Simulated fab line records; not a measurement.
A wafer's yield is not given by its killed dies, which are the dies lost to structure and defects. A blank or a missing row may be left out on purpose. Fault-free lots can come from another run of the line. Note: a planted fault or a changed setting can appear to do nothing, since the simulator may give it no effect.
8D (eight disciplines) problem report, filled in by code | flow sky130 | the parts of the form that need people (team, actions taken, sign-off) are left out

1. WHAT IS WRONG
Mean of killed_at_front_end at SKY_PAD_OPEN_PROBE_99: 62 across 6 wafers in 2 lots; on wafers with no fault it is 15 (standard deviation 4.1). That puts it +12 standard deviations away from the usual mean.
The first sign was on wafer L911.1 at day 49 17:17, on prober-01. The record holds 39 wafers of 13 lots with a number at this step. By rule, "out" or "out of limits" means more than 4 standard deviations away from the usual mean. Any other wafer with a number is counted as sound.

2. WHAT THIS IS AND IS NOT
question                    | is                     | is not
which readings at this step | killed_at_front_end    | killed_at_M4_up, killed_at_contacts, killed_at_other, killed_open, killed_short
which lots                  | L911, L913             | L894, L895, L896, L898, L899, L900, L902, L903, L906, L915, L916
which wafers of those lots  | all that have a number | -
read on which tools         | prober-01              | prober-02
when                        | from day 49 17:17      | up to then (27 sound wafers); but 6 sound wafers of L915, L916 came after

3. SUSPECTS, AND WHAT RULES EACH OUT
Counting: a tool at a process step up to the reading stays a suspect if it ran every lot that is out and no sound lot after the first of them.
- plasma_asher-02 at SKY_PWDE_STRIP_09 (strips in O2/N2): kept. All lots that are out passed through it, beginning with L911 at day 7 18:42, and no sound lot followed; its final sound lot before that point was L903 at day 5 22:15.
- prober-01 at SKY_PAD_OPEN_PROBE_99: ruled out as a lasting fault. Sound lots L915 ran on it after its first lot that is out, L911 (day 49 17:17).
Remaining after the count: plasma_asher-02 at SKY_PWDE_STRIP_09.

4. THE CAUSE (what the simulator had put in)
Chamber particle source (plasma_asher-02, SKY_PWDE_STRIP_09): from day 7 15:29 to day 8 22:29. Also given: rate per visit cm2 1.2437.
Counting left only this tool.

5. SEQUENCE OF EFFECTS, ordered by route
Each row: a reading whose mean over the struck wafers that have a number lies more than 3 standard deviations from the usual. Scope: only readings with a usual standard deviation given in the record; hours: median across lots of the time from each lot's start at the first step in this table that gives one to its start at this step; sigmas: change in usual standard deviations.
hours | step                  | reading             | usual | on struck wafers | change | sigmas
0     | SKY_PAD_OPEN_PROBE_99 | killed_at_front_end | 15    | 62               | +47    | +12
0     | SKY_PAD_OPEN_PROBE_99 | killed_dies         | 84    | 127              | +43    | +4.4
It contains these process steps:
- SKY_PAD_OPEN_PROBE_99

6. HOW IT WOULD HAVE BEEN CAUGHT EARLIER
In this record the first reading out of limits was taken at day 49 17:17, 1010 hours after the fault began at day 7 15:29.
Tool readings at SKY_PWDE_STRIP_09 with a usual standard deviation given in the record: none out on any struck wafer, hence no alarm at a limit of 4 standard deviations on them.
All the lots that are out (2) had begun SKY_PWDE_STRIP_09 on plasma_asher-02 by day 49 17:17. None of them would have been spared by holding the tool at that moment.
